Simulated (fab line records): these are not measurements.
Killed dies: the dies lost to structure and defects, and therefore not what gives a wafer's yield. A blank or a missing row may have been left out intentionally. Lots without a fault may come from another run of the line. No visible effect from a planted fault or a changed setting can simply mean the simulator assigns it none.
A sampling plan put to the test + flow sky130 + one fab line, 52 faults that these records tell of, each judged on the records of the lots that it struck; 1 more is left out, because the records don't allow judging it
The line's own looks make up the plan; these are the steps of the route where a gauge or inspection reads the wafer and leaves it unchanged. Where struck wafers have a number at a look and the file lists that look's usual mean and standard deviation on fault-free wafers, the look can be judged. Caught: the struck wafers' mean, at a look after the fault's first step, is 4 or more of those standard deviations (sigma) away from the usual mean. On the tool: the fault's steps, tested the same way using the tool's own readings. Another recipe on the struck wafers, or a record that is blank for them alone, also counts as caught.

== THE FAULTS, as the simulator had put them in ==
1. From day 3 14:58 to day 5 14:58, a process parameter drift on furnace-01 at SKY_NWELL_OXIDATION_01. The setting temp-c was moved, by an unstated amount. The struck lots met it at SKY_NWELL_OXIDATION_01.
2. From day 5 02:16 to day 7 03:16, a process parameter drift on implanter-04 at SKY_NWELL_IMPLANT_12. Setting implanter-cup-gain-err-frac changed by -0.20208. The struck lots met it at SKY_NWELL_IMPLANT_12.
3. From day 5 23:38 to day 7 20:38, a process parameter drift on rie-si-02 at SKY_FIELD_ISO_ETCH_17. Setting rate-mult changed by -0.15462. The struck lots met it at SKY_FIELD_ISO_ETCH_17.
4. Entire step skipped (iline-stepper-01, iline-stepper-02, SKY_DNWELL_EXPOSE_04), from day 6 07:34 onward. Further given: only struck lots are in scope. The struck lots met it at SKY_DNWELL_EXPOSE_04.
5. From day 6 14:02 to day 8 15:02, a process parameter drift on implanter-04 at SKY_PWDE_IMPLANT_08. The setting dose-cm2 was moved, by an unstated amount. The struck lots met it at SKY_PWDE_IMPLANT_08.
6. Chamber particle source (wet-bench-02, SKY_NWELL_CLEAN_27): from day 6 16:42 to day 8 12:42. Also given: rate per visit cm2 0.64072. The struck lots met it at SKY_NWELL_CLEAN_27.
7. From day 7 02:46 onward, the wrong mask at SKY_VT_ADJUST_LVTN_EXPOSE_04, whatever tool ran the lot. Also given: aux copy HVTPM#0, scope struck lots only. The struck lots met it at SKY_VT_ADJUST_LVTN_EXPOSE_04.
8. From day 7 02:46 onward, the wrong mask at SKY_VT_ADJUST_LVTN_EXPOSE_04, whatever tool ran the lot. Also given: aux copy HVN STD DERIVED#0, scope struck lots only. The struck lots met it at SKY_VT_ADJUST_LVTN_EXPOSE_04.
9. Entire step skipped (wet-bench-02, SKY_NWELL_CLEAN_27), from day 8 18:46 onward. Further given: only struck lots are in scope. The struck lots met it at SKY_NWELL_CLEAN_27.
10. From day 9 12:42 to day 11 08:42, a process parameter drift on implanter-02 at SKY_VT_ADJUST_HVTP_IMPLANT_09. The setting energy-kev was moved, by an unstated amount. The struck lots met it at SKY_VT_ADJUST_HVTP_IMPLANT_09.
11. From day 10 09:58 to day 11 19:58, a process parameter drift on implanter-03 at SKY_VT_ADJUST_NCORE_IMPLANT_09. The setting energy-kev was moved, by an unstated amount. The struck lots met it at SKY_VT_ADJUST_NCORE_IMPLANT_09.
12. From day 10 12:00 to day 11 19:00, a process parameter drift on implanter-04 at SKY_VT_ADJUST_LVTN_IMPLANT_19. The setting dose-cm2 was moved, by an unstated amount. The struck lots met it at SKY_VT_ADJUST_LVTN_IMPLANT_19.
13. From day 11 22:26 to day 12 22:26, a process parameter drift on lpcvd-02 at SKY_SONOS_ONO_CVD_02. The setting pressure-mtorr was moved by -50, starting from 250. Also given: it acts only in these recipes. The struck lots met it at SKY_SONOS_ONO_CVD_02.
14. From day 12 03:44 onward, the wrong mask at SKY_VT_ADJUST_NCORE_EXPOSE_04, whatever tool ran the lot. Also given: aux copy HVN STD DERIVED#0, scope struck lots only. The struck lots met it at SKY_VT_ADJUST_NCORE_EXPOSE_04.
15. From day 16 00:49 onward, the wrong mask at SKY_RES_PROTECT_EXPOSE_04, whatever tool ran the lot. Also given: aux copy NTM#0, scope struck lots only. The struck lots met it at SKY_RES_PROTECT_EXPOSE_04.
16. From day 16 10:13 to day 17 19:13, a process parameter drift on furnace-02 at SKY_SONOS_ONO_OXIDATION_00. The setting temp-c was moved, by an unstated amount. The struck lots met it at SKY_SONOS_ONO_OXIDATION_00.
17. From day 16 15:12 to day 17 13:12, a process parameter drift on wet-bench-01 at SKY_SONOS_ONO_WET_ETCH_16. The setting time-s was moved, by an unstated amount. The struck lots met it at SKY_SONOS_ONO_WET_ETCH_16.
18. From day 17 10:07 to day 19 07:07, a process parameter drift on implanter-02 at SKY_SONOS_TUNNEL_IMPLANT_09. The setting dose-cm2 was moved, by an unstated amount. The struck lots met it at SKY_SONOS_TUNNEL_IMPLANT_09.
19. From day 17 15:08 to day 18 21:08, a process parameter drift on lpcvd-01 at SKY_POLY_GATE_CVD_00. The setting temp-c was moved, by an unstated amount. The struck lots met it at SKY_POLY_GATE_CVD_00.
20. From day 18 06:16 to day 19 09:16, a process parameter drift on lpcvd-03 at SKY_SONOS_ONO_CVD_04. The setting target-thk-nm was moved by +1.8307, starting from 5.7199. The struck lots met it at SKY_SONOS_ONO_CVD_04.
21. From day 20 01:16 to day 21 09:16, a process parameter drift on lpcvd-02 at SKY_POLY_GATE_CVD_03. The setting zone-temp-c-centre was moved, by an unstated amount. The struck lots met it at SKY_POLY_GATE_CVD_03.
22. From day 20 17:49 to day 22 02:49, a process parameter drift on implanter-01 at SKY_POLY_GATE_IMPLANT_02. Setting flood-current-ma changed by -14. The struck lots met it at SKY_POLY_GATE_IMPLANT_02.
23. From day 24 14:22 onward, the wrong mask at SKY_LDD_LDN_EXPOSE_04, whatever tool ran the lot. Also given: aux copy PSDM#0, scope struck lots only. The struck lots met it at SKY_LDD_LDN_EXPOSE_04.
24. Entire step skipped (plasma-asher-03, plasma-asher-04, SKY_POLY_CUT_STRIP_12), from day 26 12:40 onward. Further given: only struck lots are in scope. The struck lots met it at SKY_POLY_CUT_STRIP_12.
25. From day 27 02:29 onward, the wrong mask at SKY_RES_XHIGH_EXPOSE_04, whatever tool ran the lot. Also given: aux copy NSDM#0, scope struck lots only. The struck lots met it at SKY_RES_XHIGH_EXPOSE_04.
26. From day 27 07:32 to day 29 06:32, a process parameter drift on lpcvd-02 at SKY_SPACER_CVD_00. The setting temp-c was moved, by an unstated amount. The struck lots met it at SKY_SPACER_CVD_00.
27. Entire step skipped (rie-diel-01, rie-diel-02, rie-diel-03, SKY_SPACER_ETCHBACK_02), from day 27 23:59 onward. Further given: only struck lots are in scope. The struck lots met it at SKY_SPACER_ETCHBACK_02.
28. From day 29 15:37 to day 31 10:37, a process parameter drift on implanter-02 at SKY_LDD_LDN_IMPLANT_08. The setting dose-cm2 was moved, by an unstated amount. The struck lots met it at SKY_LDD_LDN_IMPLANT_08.
29. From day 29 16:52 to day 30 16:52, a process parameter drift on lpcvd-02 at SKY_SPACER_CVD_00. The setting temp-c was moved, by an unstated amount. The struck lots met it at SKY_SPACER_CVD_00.
30. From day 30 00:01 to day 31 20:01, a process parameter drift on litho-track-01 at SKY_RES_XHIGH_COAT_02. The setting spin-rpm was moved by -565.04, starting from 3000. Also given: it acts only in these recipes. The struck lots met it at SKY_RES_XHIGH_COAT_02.
31. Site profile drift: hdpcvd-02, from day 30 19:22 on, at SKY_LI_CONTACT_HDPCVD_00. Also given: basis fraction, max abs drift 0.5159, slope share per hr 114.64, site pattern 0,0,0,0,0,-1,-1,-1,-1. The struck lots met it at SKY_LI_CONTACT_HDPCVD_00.
32. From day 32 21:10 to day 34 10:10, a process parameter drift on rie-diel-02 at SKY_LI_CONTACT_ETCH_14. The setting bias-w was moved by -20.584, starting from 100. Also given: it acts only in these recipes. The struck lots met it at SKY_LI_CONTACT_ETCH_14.
33. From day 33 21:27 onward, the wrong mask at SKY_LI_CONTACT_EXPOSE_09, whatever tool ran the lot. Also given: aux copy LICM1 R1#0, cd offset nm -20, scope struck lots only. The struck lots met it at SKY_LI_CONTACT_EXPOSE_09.
34. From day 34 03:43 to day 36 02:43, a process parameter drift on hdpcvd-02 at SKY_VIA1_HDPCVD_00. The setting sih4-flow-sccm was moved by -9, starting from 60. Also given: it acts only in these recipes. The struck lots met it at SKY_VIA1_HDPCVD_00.
35. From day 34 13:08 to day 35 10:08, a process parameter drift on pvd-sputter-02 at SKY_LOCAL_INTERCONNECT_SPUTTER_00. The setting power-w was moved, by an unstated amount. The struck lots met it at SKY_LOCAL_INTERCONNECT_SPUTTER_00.
36. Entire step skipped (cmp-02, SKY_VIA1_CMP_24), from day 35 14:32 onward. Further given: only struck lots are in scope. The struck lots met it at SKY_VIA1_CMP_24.
37. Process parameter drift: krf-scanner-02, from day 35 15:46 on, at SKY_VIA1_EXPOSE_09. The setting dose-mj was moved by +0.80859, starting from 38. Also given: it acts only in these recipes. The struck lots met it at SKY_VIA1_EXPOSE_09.
38. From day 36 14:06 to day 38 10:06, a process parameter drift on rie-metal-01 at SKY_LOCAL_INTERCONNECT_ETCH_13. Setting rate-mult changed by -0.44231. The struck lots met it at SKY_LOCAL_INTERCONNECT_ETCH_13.
39. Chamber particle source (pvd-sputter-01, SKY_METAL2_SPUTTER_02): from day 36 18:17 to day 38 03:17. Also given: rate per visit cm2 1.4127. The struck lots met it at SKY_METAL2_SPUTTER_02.
40. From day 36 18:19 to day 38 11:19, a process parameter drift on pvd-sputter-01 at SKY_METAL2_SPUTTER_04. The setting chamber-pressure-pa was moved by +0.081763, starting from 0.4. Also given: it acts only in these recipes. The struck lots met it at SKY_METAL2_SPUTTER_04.
41. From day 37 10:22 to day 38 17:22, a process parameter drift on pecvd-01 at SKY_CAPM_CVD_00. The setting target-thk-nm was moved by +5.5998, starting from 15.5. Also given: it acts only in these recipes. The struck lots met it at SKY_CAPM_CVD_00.
42. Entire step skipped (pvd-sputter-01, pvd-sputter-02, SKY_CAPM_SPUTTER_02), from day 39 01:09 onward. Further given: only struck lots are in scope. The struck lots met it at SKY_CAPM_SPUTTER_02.
43. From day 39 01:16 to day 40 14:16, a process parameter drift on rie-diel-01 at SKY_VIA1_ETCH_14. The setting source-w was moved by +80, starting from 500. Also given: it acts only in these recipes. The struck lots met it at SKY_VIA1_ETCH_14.
44. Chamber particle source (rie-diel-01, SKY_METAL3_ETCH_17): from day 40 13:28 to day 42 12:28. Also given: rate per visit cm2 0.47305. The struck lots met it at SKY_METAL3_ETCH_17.
45. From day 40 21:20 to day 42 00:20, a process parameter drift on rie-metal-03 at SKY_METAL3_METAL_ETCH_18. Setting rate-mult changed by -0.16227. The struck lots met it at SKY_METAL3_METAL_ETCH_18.
46. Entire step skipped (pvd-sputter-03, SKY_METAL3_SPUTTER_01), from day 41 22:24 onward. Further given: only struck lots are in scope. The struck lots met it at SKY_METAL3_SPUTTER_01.
47. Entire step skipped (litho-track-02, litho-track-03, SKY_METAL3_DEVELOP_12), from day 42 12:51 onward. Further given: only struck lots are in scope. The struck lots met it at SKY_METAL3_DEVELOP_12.
48. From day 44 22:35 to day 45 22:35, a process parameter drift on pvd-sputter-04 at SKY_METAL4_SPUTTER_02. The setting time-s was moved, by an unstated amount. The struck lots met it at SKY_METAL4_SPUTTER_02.
49. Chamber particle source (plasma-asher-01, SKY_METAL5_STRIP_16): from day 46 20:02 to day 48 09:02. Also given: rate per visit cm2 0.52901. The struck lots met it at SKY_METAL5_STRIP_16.
50. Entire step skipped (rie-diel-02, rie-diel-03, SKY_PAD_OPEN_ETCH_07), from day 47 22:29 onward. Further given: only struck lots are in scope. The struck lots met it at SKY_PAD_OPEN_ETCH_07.
51. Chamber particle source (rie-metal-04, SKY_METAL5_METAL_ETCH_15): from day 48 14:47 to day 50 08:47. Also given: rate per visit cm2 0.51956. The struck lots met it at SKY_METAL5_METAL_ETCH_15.
52. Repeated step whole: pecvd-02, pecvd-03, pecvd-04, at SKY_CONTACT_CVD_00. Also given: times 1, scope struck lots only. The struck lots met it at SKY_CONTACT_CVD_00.

== WHAT THE PLAN SAW ==
| fault | on the tool itself                               | first look that catches it                      | reading, sigma                                                        | median hours from its first step to that look | hours from the fault's start to the first struck lot there | judged looks passed uncaught |
|-------|--------------------------------------------------|-------------------------------------------------|-----------------------------------------------------------------------|-----------------------------------------------|------------------------------------------------------------|------------------------------|
| 1     | tube-center-temp-C -99 or beyond sigma           | SKY_NWELL_THK_MEAS_02                           | NWELL_OXIDATION_THK -12                                               | 1.4                                           | 4                                                          | 0                            |
| 2     | beam-on-s +12 sigma                              | SKY_NWELL_RS_MEAS_29                            | NWELL_RS -5.0                                                         | 19.2                                          | 22                                                         | 0                            |
| 3     | oes-product-au -9.3 sigma                        | no look after it can be judged                  | -                                                                     | -                                             | -                                                          | 0                            |
| 4     | no reading that can be judged                    | SKY_DNWELL_TW_MEAS_09                           | DNWELL_TW -99 or beyond                                               | 9.6                                           | 12                                                         | 0                            |
| 5     | dose-ions-cm2 +20 sigma                          | SKY_NWELL_RS_MEAS_31                            | PWDE_RS -4.4                                                          | 43.3                                          | 59                                                         | 0                            |
| 6     | no reading that can be judged                    | none of the 2 looks that can be judged after it | -                                                                     | -                                             | -                                                          | 2                            |
| 7     | no reading that can be judged                    | SKY_VT_ADJUST_LVTN_TW_MEAS_10                   | VT_ADJUST_LVTN_TW -99 or beyond                                       | 9.5                                           | 14                                                         | 0                            |
| 8     | no reading that can be judged                    | SKY_VT_ADJUST_LVTN_TW_MEAS_10                   | VT_ADJUST_LVTN_TW -99 or beyond                                       | 9.5                                           | 14                                                         | 0                            |
| 9     | no reading that can be judged                    | none of the 7 looks that can be judged after it | -                                                                     | -                                             | -                                                          | 7                            |
| 10    | beam-energy-keV +99 or beyond sigma              | none of the 4 looks that can be judged after it | strongest: VT_ADJUST_HVTP_TW at SKY_VT_ADJUST_HVTP_TW_MEAS_11, +3.0   | -                                             | -                                                          | 4                            |
| 11    | beam-energy-keV +99 or beyond sigma              | SKY_VT_ADJUST_NCORE_TW_MEAS_11                  | VT_ADJUST_NCORE_TW +12                                                | 0.2                                           | 13                                                         | 0                            |
| 12    | dose-ions-cm2 -99 or beyond sigma                | SKY_VT_ADJUST_LVTN_TW_MEAS_21                   | VT_ADJUST_LVTN_2_TW -13                                               | 0.2                                           | 7                                                          | 0                            |
| 13    | pressure-mtorr -99 or beyond sigma               | none of the 2 looks that can be judged after it | strongest: SONOS_ONO_CVD_02_THK at SKY_SONOS_ONO_THK_MEAS_03, -3.8    | -                                             | -                                                          | 2                            |
| 14    | under 2 sigma                                    | SKY_VT_ADJUST_NCORE_TW_MEAS_11                  | VT_ADJUST_NCORE_TW -99 or beyond                                      | 12.5                                          | 13                                                         | 0                            |
| 15    | under 2 sigma                                    | SKY_RES_PROTECT_TW_MEAS_08                      | POLY_GATE_TW -99 or beyond                                            | 14.0                                          | 19                                                         | 0                            |
| 16    | tube-center-temp-C -86 sigma                     | none of the 3 looks that can be judged after it | strongest: SONOS_ONO_OXIDATION_THK at SKY_SONOS_ONO_THK_MEAS_01, -3.8 | -                                             | -                                                          | 3                            |
| 17    | run-length-s -41 sigma                           | none of the 4 looks that can be judged after it | -                                                                     | -                                             | -                                                          | 4                            |
| 18    | dose-ions-cm2 -99 or beyond sigma                | SKY_SONOS_TUNNEL_TW_MEAS_12                     | SONOS_TUNNEL_TW -43                                                   | 0.5                                           | 5                                                          | 0                            |
| 19    | susceptor-temp-C -31 sigma                       | SKY_POLY_GATE_THK_MEAS_01                       | POLY_GATE_CVD_00_THK -22                                              | 1.2                                           | 11                                                         | 0                            |
| 20    | under 2 sigma                                    | SKY_SONOS_ONO_THK_MEAS_05                       | SONOS_ONO_CVD_04_THK +16                                              | 1.3                                           | 4                                                          | 0                            |
| 21    | zone-power-centre-pct +47 sigma                  | SKY_POLY_GATE_THK_MEAS_04                       | POLY_GATE_CVD_03_THK +26                                              | 1.4                                           | 6                                                          | 0                            |
| 22    | no reading that can be judged                    | none of the 6 looks that can be judged after it | -                                                                     | -                                             | -                                                          | 6                            |
| 23    | no reading that can be judged                    | SKY_LDD_LDN_TW_MEAS_13                          | LDD_LDN_TW -99 or beyond                                              | 15.1                                          | 24                                                         | 0                            |
| 24    | the tool's record is blank for the struck wafers | no look after it can be judged                  | -                                                                     | -                                             | -                                                          | 0                            |
| 25    | no reading that can be judged                    | SKY_RES_XHIGH_TW_MEAS_09                        | RES_XHIGH_TW -99 or beyond                                            | 14.2                                          | 19                                                         | 0                            |
| 26    | susceptor-temp-C +25 sigma                       | SKY_SPACER_THK_MEAS_01                          | SPACER_CVD_00_THK +15                                                 | 1.2                                           | 6                                                          | 0                            |
| 27    | the tool's record is blank for the struck wafers | no look after it can be judged                  | -                                                                     | -                                             | -                                                          | 0                            |
| 28    | dose-ions-cm2 -99 or beyond sigma                | SKY_LDD_LDN_TW_MEAS_13                          | LDD_LDN_TW -10                                                        | 0.7                                           | 8                                                          | 0                            |
| 29    | susceptor-temp-C +99 or beyond sigma             | SKY_SPACER_THK_MEAS_01                          | SPACER_CVD_00_THK +68                                                 | 1.2                                           | 3                                                          | 0                            |
| 30    | spin-speed-rpm -99 or beyond sigma               | not the one look that can be judged after it    | -                                                                     | -                                             | -                                                          | 1                            |
| 31    | under 2 sigma                                    | SKY_LI_CONTACT_THK_MEAS_01                      | LI_CONTACT_HDPCVD_THK -18                                             | 0.1                                           | 3                                                          | 0                            |
| 32    | bias-w -64 sigma                                 | no look after it can be judged                  | -                                                                     | -                                             | -                                                          | 0                            |
| 33    | under 2 sigma                                    | SKY_LI_CONTACT_CD_MEAS_12                       | cd-nm -14                                                             | 13.7                                          | 28                                                         | 0                            |
| 34    | sih4-flow-sccm -52 sigma                         | SKY_VIA1_THK_MEAS_01                            | VIA1_HDPCVD_THK -14                                                   | 0.1                                           | 5                                                          | 0                            |
| 35    | cathode-dc-power-W -99 or beyond sigma           | SKY_LOCAL_INTERCONNECT_RS_MEAS_01               | LOCAL_INTERCONNECT_TIN_RS +20                                         | 0.1                                           | 15                                                         | 0                            |
| 36    | the tool's record is blank for the struck wafers | no look after it can be judged                  | -                                                                     | -                                             | -                                                          | 0                            |
| 37    | exposure-dose-mJ-cm2 +23 sigma                   | not the one look that can be judged after it    | strongest: cd-nm at SKY_VIA1_CD_MEAS_12, +2.6                         | -                                             | -                                                          | 1                            |
| 38    | oes-product-au -28 sigma                         | no look after it can be judged                  | -                                                                     | -                                             | -                                                          | 0                            |
| 39    | under 2 sigma                                    | not the one look that can be judged after it    | -                                                                     | -                                             | -                                                          | 1                            |
| 40    | chamber-pressure-pa +99 or beyond sigma          | none of the 4 looks that can be judged after it | -                                                                     | -                                             | -                                                          | 4                            |
| 41    | under 2 sigma                                    | SKY_CAPM_THK_MEAS_01                            | CAPM_CVD_00_THK +25                                                   | 0.0                                           | 10                                                         | 0                            |
| 42    | the tool's record is blank for the struck wafers | no look after it can be judged                  | -                                                                     | -                                             | -                                                          | 0                            |
| 43    | rf-fwd-power-W +36 sigma                         | no look after it can be judged                  | -                                                                     | -                                             | -                                                          | 0                            |
| 44    | under 2 sigma                                    | no look after it can be judged                  | -                                                                     | -                                             | -                                                          | 0                            |
| 45    | under 2 sigma                                    | not the one look that can be judged after it    | -                                                                     | -                                             | -                                                          | 1                            |
| 46    | the tool's record is blank for the struck wafers | no look after it can be judged                  | -                                                                     | -                                             | -                                                          | 0                            |
| 47    | no reading that can be judged                    | no look after it can be judged                  | -                                                                     | -                                             | -                                                          | 0                            |
| 48    | under 2 sigma                                    | none of the 2 looks that can be judged after it | -                                                                     | -                                             | -                                                          | 2                            |
| 49    | under 2 sigma                                    | none of the 2 looks that can be judged after it | -                                                                     | -                                             | -                                                          | 2                            |
| 50    | the tool's record is blank for the struck wafers | no look after it can be judged                  | -                                                                     | -                                             | -                                                          | 0                            |
| 51    | under 2 sigma                                    | not the one look that can be judged after it    | -                                                                     | -                                             | -                                                          | 1                            |
| 52    | under 2 sigma                                    | SKY_CONTACT_THK_MEAS_01                         | CONTACT_CVD_00_THK +76                                                | 0.2                                           | -                                                          | 0                            |
A dash: the fault is not caught, or the number is missing from these records.

Caught at a look: 25 of 52. Caught on the tool: 30 of 52. By one or the other: 42 of 52.
On the tool alone, faults 3, 10, 13, 16, 17, 24, 27, 30, 32, 36, 37, 38, 40, 42, 43, 46, 50 were caught.
Caught at a look alone: faults 4, 7, 8, 14, 15, 20, 23, 25, 31, 33, 41, 52.
Caught by neither: faults 6, 9, 22, 39, 44, 45, 47, 48, 49, 51.

== THINNER SAMPLING ==
Were the look that catches a fault to measure just every second or every third lot (counted by lot number), the first struck lot would, at worst, be measured this late:
| fault | struck lots at that look, in order of time | every lot | every second lot | every third lot |
|-------|--------------------------------------------|-----------|------------------|-----------------|
| 1     | L373, L379                                 | 4 h       | may miss all 2   | may miss all 2  |
| 2     | L316, L318                                 | 22 h      | may miss all 2   | may miss all 2  |
| 4     | L736, L737, L738                           | 12 h      | 19 h             | 25 h            |
| 5     | L303, L306                                 | 59 h      | 76 h             | may miss all 2  |
| 7     | L321                                       | 14 h      | may miss it      | may miss it     |
| 8     | L927                                       | 14 h      | may miss it      | may miss it     |
| 11    | L918, L919                                 | 13 h      | 19 h             | may miss all 2  |
| 12    | L958, L959                                 | 7 h       | 19 h             | may miss all 2  |
| 14    | L249                                       | 13 h      | may miss it      | may miss it     |
| 15    | L490                                       | 19 h      | may miss it      | may miss it     |
| 18    | L903, L906                                 | 5 h       | 27 h             | may miss all 2  |
| 19    | L640, L641                                 | 11 h      | 22 h             | may miss all 2  |
| 20    | L106, L107, L108                           | 4 h       | 13 h             | 26 h            |
| 21    | L713, L714                                 | 6 h       | 6 h              | may miss all 2  |
| 23    | L198                                       | 24 h      | may miss it      | may miss it     |
| 25    | L377                                       | 19 h      | may miss it      | may miss it     |
| 26    | L473, L474, L475                           | 6 h       | 16 h             | 17 h            |
| 28    | L513, L516                                 | 8 h       | 31 h             | may miss all 2  |
| 29    | L925, L926, L927                           | 3 h       | 8 h              | 14 h            |
| 31    | L994, L996, L997, L998                     | 3 h       | 38 h             | 44 h            |
| 33    | L764                                       | 28 h      | may miss it      | may miss it     |
| 34    | L987, L990, L991                           | 5 h       | 31 h             | may miss all 3  |
| 35    | L284, L282                                 | 15 h      | may miss all 2   | may miss all 2  |
| 41    | L843, L845                                 | 10 h      | may miss all 2   | may miss all 2  |
Hours: fault start to first struck lot measured. The limit of 4 sigma was tested on all struck wafers together, so one lot alone may lie under it. Other struck lots may not be in these records.

== THE LONGEST TIMED WAY FROM STEP TO LOOK ==
Fault 5: the median time between SKY_PWDE_IMPLANT_08 and SKY_NWELL_RS_MEAS_31 is 43.3 hours. No look between them can be judged.
